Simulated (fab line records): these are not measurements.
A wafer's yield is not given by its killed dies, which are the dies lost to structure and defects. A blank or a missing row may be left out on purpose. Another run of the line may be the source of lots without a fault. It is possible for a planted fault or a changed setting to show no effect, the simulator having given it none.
Matching of chambers | flow gf180mcu | GF_V4_CMP_26 on cmp-01 has 4 sister chambers
The step polishes, stops on SiO2, t overpolish 15 s, target thk 0 nm. 8 wafers are shown with their chamber, then 8 later ones without.

EACH WAFER AND ITS CHAMBER
wafer  | chamber | motor-current-A (A) | time-to-endpoint-s (s)
L991.4 | 2       | 9.6                 | 85
L991.6 | 2       | 9.0                 | 83
L993.5 | 3       | 11.7                | 83
L993.6 | 0       | 9.5                 | 82
L994.3 | 0       | 9.7                 | 85
L994.4 | 1       | 11.6                | 81
L994.5 | 3       | 11.1                | 90
L996.1 | 1       | 11.6                | 78

WAFERS WHOSE CHAMBER IS MISSING
wafer  | motor-current-A (A) | time-to-endpoint-s (s)
L996.3 | 10.2                | 87
L996.5 | 9.8                 | 90
L101.3 | 9.5                 | 87
L101.4 | 10.9                | 87
L101.5 | 12.0                | 79
L111.2 | 9.9                 | 84
L111.3 | 9.2                 | 85
L111.6 | 10.0                | 85

WHICH CHAMBER EACH ONE RAN IN
wafer  | from the rows above          | in truth
L996.3 | can't be placed: 0 or 2 or 3 | 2
L996.5 | can't be placed: 0 or 2      | 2
L101.3 | can't be placed: 2 or 0      | 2
L101.4 | can't be placed: 3 or 1      | 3
L101.5 | can't be placed: 1 or 3      | 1
L111.2 | can't be placed: 0 or 2      | 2
L111.3 | can't be placed: 2 or 0      | 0
L111.6 | can't be placed: 0 or 2      | 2
Placed correctly: 0 of 8. Cannot be placed on the basis of these rows: 8; the candidates contain the true chamber in 8. Placed wrongly: 0.
How it was worked out, from the rows above alone: a wafer's distance from a chamber is the root of the sum, over the readings, of the square of ((its reading less the chamber's mean) divided by the reading's scatter). The wafer belongs to the nearest chamber; if the next one is less than 2 further off, it can't be placed. The mean given for a chamber averages the wafers shown for that chamber. The scatter is the square root of a quotient: the sum, over the shown wafers, of each reading's squared deviation from its chamber's mean, divided by wafers minus chambers.
